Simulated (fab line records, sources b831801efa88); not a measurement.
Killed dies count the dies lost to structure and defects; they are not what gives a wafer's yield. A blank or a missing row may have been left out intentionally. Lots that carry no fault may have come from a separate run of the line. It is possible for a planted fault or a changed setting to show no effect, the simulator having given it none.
Check of tool commonality || flow sky130 || Sampled: 12 lots, 36 wafers

## WHY THIS WAS OPENED
At SKY_GATE_OXIDE_TW_MEAS_14 the reading GATE_OXIDE_TW is flagged on 2 of 12 lots. Fault-free wafers read 224.6, with a standard deviation of 1.1.
Rule: flag the lot when none of its wafers has a number, or when each of its wafers that has one lies beyond 4 standard deviations from that mean. The rest of the lots are taken to be sound.

{"lot": "L146", "measured": "day 13 16:10", "on": "film metro-02", "GATE_OXIDE_TW, wafer by wafer": "225.2 226.8 224.6", "flag": ""}
{"lot": "L147", "measured": "day 14 04:15", "on": "film metro-01", "GATE_OXIDE_TW, wafer by wafer": "223.7 223.4 223.3", "flag": ""}
{"lot": "L148", "measured": "day 14 09:08", "on": "film metro-02", "GATE_OXIDE_TW, wafer by wafer": "225.4 225.8 225.4", "flag": ""}
{"lot": "L149", "measured": "day 14 13:59", "on": "film metro-04", "GATE_OXIDE_TW, wafer by wafer": "226.0 225.8 226.5", "flag": ""}
{"lot": "L150", "measured": "day 15 06:30", "on": "film metro-02", "GATE_OXIDE_TW, wafer by wafer": "222.5 222.6 222.8", "flag": ""}
{"lot": "L157", "measured": "day 18 12:31", "on": "film metro-01", "GATE_OXIDE_TW, wafer by wafer": "249.6 248.0 249.2", "flag": "FLAGGED"}
{"lot": "L158", "measured": "day 18 13:04", "on": "film metro-04", "GATE_OXIDE_TW, wafer by wafer": "250.0 248.3 248.8", "flag": "FLAGGED"}
{"lot": "L163", "measured": "day 20 02:30", "on": "film metro-02", "GATE_OXIDE_TW, wafer by wafer": "224.3 224.4 223.9", "flag": ""}
{"lot": "L166", "measured": "day 21 04:28", "on": "film metro-01", "GATE_OXIDE_TW, wafer by wafer": "224.6 224.8 225.1", "flag": ""}
{"lot": "L167", "measured": "day 21 13:03", "on": "film metro-02", "GATE_OXIDE_TW, wafer by wafer": "224.3 224.1 224.2", "flag": ""}
{"lot": "L168", "measured": "day 21 19:51", "on": "film metro-02", "GATE_OXIDE_TW, wafer by wafer": "223.0 224.6 223.4", "flag": ""}
{"lot": "L169", "measured": "day 22 03:09", "on": "film metro-04", "GATE_OXIDE_TW, wafer by wafer": "225.3 225.6 225.3", "flag": ""}
On average the flagged lots' numbers are 249.0, which is +24.4 against the usual, or +22 standard deviations.

## TOOL THAT RAN EACH LOT
The record holds 1 process step before the reading, out of a route of 708 steps. In each cell: the tool, then ch and the chambers that the sampled wafers went through, then the start.
{"lot": "L146", "flag": "", "SKY_GATE_OXIDE_IMPLANT_11": "implanter-03 ch 0, day 13 15:49"}
{"lot": "L147", "flag": "", "SKY_GATE_OXIDE_IMPLANT_11": "implanter-01 ch 0, day 14 03:54"}
{"lot": "L148", "flag": "", "SKY_GATE_OXIDE_IMPLANT_11": "implanter-02 ch 0, day 14 08:47"}
{"lot": "L149", "flag": "", "SKY_GATE_OXIDE_IMPLANT_11": "implanter-02 ch 0, day 14 13:38"}
{"lot": "L150", "flag": "", "SKY_GATE_OXIDE_IMPLANT_11": "implanter-01 ch 0, day 15 06:08"}
{"lot": "L157", "flag": "FLAGGED", "SKY_GATE_OXIDE_IMPLANT_11": "implanter-03 ch 0, day 18 12:10"}
{"lot": "L158", "flag": "FLAGGED", "SKY_GATE_OXIDE_IMPLANT_11": "implanter-03 ch 0, day 18 12:42"}
{"lot": "L163", "flag": "", "SKY_GATE_OXIDE_IMPLANT_11": "implanter-01 ch 0, day 20 02:04"}
{"lot": "L166", "flag": "", "SKY_GATE_OXIDE_IMPLANT_11": "implanter-02 ch 0, day 21 04:08"}
{"lot": "L167", "flag": "", "SKY_GATE_OXIDE_IMPLANT_11": "implanter-02 ch 0, day 21 12:35"}
{"lot": "L168", "flag": "", "SKY_GATE_OXIDE_IMPLANT_11": "implanter-02 ch 0, day 21 19:31"}
{"lot": "L169", "flag": "", "SKY_GATE_OXIDE_IMPLANT_11": "implanter-02 ch 0, day 22 02:49"}
What is done by these steps:
- SKY_GATE_OXIDE_IMPLANT_11
- SKY_GATE_OXIDE_TW_MEAS_14

## FLAGGED OVER TOTAL, TOOL BY TOOL (the gauges that took the reading come last)
{"step": "SKY_GATE_OXIDE_IMPLANT_11", "tool": "implanter-01", "lots run": 3, "flagged": 0, "share of the flagged lots": "none", "sound lots run after its first flagged lot": "-"}
{"step": "SKY_GATE_OXIDE_IMPLANT_11", "tool": "implanter-02", "lots run": 6, "flagged": 0, "share of the flagged lots": "none", "sound lots run after its first flagged lot": "-"}
{"step": "SKY_GATE_OXIDE_IMPLANT_11", "tool": "implanter-03", "lots run": 3, "flagged": 2, "share of the flagged lots": "all", "sound lots run after its first flagged lot": 0}
{"step": "SKY_GATE_OXIDE_TW_MEAS_14", "tool": "film metro-01", "lots run": 3, "flagged": 1, "share of the flagged lots": "some", "sound lots run after its first flagged lot": "1 (L166)"}
{"step": "SKY_GATE_OXIDE_TW_MEAS_14", "tool": "film metro-02", "lots run": 6, "flagged": 0, "share of the flagged lots": "none", "sound lots run after its first flagged lot": "-"}
{"step": "SKY_GATE_OXIDE_TW_MEAS_14", "tool": "film metro-04", "lots run": 3, "flagged": 1, "share of the flagged lots": "some", "sound lots run after its first flagged lot": "1 (L169)"}

## WHAT THE TABLE ALLOWS
1 row of the table ran every flagged lot: implanter-03 at SKY_GATE_OXIDE_IMPLANT_11.
- implanter-03 at SKY_GATE_OXIDE_IMPLANT_11: 2 of its 3 lots flagged. Its last sound lot is L146 (day 13 15:49), its first flagged lot L157 (day 18 12:10): a fault that began between those two fits. Its own readings (dose ions cm2, faraday current uA) fall more than 4 standard deviations out on all wafers of the flagged lots.
What remains is a single tool, implanter-03 at SKY_GATE_OXIDE_IMPLANT_11.

## WHAT THE SIMULATOR PUT IN
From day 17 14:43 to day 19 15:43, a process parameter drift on implanter-03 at SKY_GATE_OXIDE_IMPLANT_11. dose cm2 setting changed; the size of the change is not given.
Lots struck among those shown: L157, L158. The rule above reached the same finding.
